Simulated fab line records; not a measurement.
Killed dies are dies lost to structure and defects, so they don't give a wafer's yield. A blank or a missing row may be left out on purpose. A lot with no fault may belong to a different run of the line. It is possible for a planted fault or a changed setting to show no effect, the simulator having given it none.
A lot that was struck, set against a sound lot :: flow sky130 :: 32 out of 708 route steps
Sound: wafers L258.1, L258.3, L258.5. Struck: wafers L254.4, L254.5. (L254.6 of the same lot was not struck and is left out.) The cause comes at the end.
For every step that has rows: the tool of each side, followed by ch and its chambers, followed by its first start. Under that, the readings that differ: sound wafers :: struck wafers :: difference of the means :: sigmas: that difference in standard deviations of wafers without a fault.
alike: readings whose means differ by less than 2 such deviations, and words and numbers that are the same on both sides. not compared: withheld readings, readings that some wafer has no value for, bounds like >300 that may hide the same value, and numbers for which the record gives no deviation and whose values overlap.
Wherever a step has rows on one side only, a row that says differs or no value, or a row with sigmas, the two part there. Numbers that don't overlap but have no deviation are shown without sigmas and don't part them. A reading that every wafer of one side lacks parts them only if that side has two wafers or more.

first, 10 steps without rows for these wafers: SKY_LI_CONTACT_EXPOSE_09 (exposes mask LICM1, target cd 170 nm); SKY_LI_CONTACT_PEB_10; SKY_LI_CONTACT_DEVELOP_11 (develop time 60 s); SKY_LI_CONTACT_ETCH_14 (etches BARC in N2/H2, stops on SiO2, time 45.9 s, target depth 60 nm); SKY_LI_CONTACT_ETCH_15 (etches PSG in C4F8/O2/Ar, stops on Si, target depth 600 nm); SKY_LI_CONTACT_STRIP_16 (strips in O2/N2); SKY_LI_CONTACT_CLEAN_17 (cleans in NMP, time 600 s); SKY_LI_CONTACT_PRE_CLEAN_18 (time 5.6 s); SKY_LI_CONTACT_SPUTTER_19 (material Ti, target thk 20 nm, time 106.37 s); SKY_LI_CONTACT_SPUTTER_20 (material TiN, target thk 20 nm, time 80 s).
SKY_LI_CONTACT_CVD_21: deposits W, target thk 400 nm, time 120.56 s.
  sound on cvd_w-02 ch 0, day 34 23:07; struck on cvd_w-01 ch 1, day 33 16:53
  alike: heater_power_w
then, 20 steps without rows for these wafers: SKY_LI_CONTACT_CMP_24 (polishes, stops on PSG, t overpolish 20 s, target thk 0 nm); SKY_LOCAL_INTERCONNECT_SPUTTER_00 (material TiN, target thk 100 nm, time 83.3 s); SKY_LOCAL_INTERCONNECT_DEHYDRATE_03 (time 60 s); SKY_LOCAL_INTERCONNECT_HMDS_04 (prime time 60 s); SKY_LOCAL_INTERCONNECT_COAT_05 (resist thk 60 nm); SKY_LOCAL_INTERCONNECT_COAT_06 (resist thk 450 nm); SKY_LOCAL_INTERCONNECT_SOFTBAKE_07 (time 90 s); SKY_LOCAL_INTERCONNECT_EXPOSE_08 (exposes mask LI1M, target cd 170 nm); SKY_LOCAL_INTERCONNECT_PEB_09; SKY_LOCAL_INTERCONNECT_DEVELOP_10 (develop time 60 s); SKY_LOCAL_INTERCONNECT_ETCH_13 (etches BARC in N2/H2, stops on SiO2, time 45.9 s, target depth 60 nm); SKY_LOCAL_INTERCONNECT_METAL_ETCH_14 (etches TiN in Cl2/BCl3, stops on PSG, target depth 110 nm, time 31.4 s); SKY_LOCAL_INTERCONNECT_STRIP_15 (strips in O2/N2); SKY_LOCAL_INTERCONNECT_STRIP_16 (strips in post etch residue remover, time 1200 s); SKY_LOCAL_INTERCONNECT_CLEAN_17 (cleans in IPA, time 180 s); SKY_LOCAL_INTERCONNECT_CLEAN_18 (cleans in O3/DIW); SKY_CONTACT_CVD_00 (deposits Si3N4, target thk 75 nm); SKY_CONTACT_HDPCVD_02 (deposits SiO2, target thk 565 nm, time 94.2 s); SKY_CONTACT_CMP_04 (polishes SiO2); SKY_CONTACT_DEHYDRATE_06 (time 60 s).
-- the record jumps here: 15 days lie between the struck wafers' starts before and after (it left off in module CONTACT and takes up again in module PAD_OPEN, whose first step shown is number 708 of the route) --
SKY_PAD_OPEN_PROBE_99:
  sound on prober-01, day 49 23:34; struck on prober-01, day 49 04:05
reading: killed_at_contacts
sound: 26 21 20
struck: 86 66
difference: +54
sigmas: +11

reading: killed_at_other
sound: 2 2 1
struck: 0 0
difference: -2
sigmas: -2

reading: killed_dies
sound: 86 89 67
struck: 141 137
difference: +58
sigmas: +6

reading: killed_open
sound: 42 42 31
struck: 53 53
difference: +15
sigmas: +2
  alike: killed_at_M0_to_M3, killed_at_M4_up, killed_at_front_end, killed_short

## WHERE THEY PART
Only at SKY_PAD_OPEN_PROBE_99, as far as this record shows.

WHY: whatever the simulator had introduced
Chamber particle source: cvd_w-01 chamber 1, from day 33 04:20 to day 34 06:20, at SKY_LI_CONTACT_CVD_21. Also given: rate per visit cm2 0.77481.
